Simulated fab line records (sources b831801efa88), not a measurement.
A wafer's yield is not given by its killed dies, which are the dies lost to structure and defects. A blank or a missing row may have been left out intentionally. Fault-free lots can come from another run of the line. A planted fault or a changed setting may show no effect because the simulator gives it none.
Struck lot and sound lot, side by side -- flow sky130 -- 15 out of 708 route steps
Sound: these wafers, L312.3, L312.4, L312.6. Struck: wafers L316.1, L316.3, L316.6. The cause comes at the end.
At each step with rows: each side's tool, then ch and its chambers, then its first start. Under that, the readings that differ: sound wafers -- struck wafers -- difference of the means -- sigmas: that difference in standard deviations of wafers without a fault.
alike: a reading whose means differ by less than 2 such deviations, as well as words and numbers matching on both sides. not compared: withheld readings; readings where some wafer has no value; bounds like >300 that might hide an equal value; numbers whose values overlap and for which the record gives no deviation.
A row with sigmas, a row that says differs or no value, or rows on one side alone: a step with any of these is where the two part. When numbers do not overlap yet have no deviation, they are printed without sigmas and do not part them. A reading that every wafer of one side lacks parts them only if that side has two wafers or more.

first, 4 steps without rows for these wafers: SKY_PWDE_SOFTBAKE_03; SKY_PWDE_EXPOSE_04 (exposes mask PWDEM, target cd 840 nm); SKY_PWDE_PEB_05; SKY_PWDE_DEVELOP_06 (develop time 60 s).
SKY_PWDE_OVL_MEAS_07:
  sound on overlay-01 at day 4 04:02; struck on overlay-01 at day 4 19:19
  alike: PWDE_OVL
following that, these wafers have no rows for 1 step: SKY_PWDE_IMPLANT_08.
SKY_PWDE_STRIP_09: strips in O2/N2.
  sound on plasma asher-03 ch 0,1, day 4 04:14; struck on plasma asher-01 ch 0, day 4 19:30
reading,sound,struck,difference,sigmas
drypump motor current A (A),6.18 6.00 6.01,5.72 5.69 5.72,-0.35,-2
  alike: oes product au, strip time to endpoint s
  not compared: rf hours counter h
SKY_PWDE_TW_MEAS_10:
  sound on film metro-02 at day 4 04:19; struck on film metro-03 at day 4 19:36
  alike: PWDE_TW
then, 4 steps without rows for these wafers: SKY_NWELL_DEHYDRATE_03 (time 60 s); SKY_NWELL_HMDS_04 (prime time 60 s); SKY_NWELL_COAT_05 (resist thk 3000 nm); SKY_NWELL_SOFTBAKE_06.
SKY_NWELL_EXPOSE_07: exposes mask NWM, target cd 840 nm.
  sound on iline stepper-02 ch 0, day 4 12:47; struck on iline stepper-01 ch 0, day 5 04:11
reading,sound,struck,difference,sigmas
mask,NWM#0 NWM#0 NWM#0,NWM_R1#0 NWM_R1#0 NWM_R1#0,differs,
following that, these wafers have no rows for 1 step: SKY_NWELL_PEB_08.
-- the record jumps here: 42 days lie between the struck wafers' starts before and after (it left off in module NWELL and takes up again in module PAD_OPEN, whose first step shown is number 708 of the route) --
SKY_PAD_OPEN_PROBE_99:
  sound on prober-02 at day 46 04:35; struck on prober-01 at day 46 19:57
reading,sound,struck,difference,sigmas
model.etest.nfet_16v.r on ohm um,1.467e+04 1.46e+04 1.462e+04,1.574e+04 1.563e+04 1.563e+04,+1.037e+03,
model.etest.pfet_16v.r on ohm um,1.529e+04 1.518e+04 1.53e+04,1.459e+04 1.481e+04 1.451e+04,-6.200e+02,
model.etest.res nwell.line ohm um,1112 1111 1141,1181 1188 1195,+67,
model.etest.res nwell.width nm (nm),834.8 834.8 838,736.9 734.9 735.1,-100.2,
model.etest.res iso pwell.width nm (nm),2661 2642 2652,2714 2712 2716,+62,
model.etest.pfet_16v.drive ua um,246.9 249 245.6,251.7 250 251,+3.7,

== WHERE THEY PART ==
At SKY_PWDE_STRIP_09 first; at SKY_NWELL_EXPOSE_07 last (within this record only).

WHY: what had been put in by the simulator
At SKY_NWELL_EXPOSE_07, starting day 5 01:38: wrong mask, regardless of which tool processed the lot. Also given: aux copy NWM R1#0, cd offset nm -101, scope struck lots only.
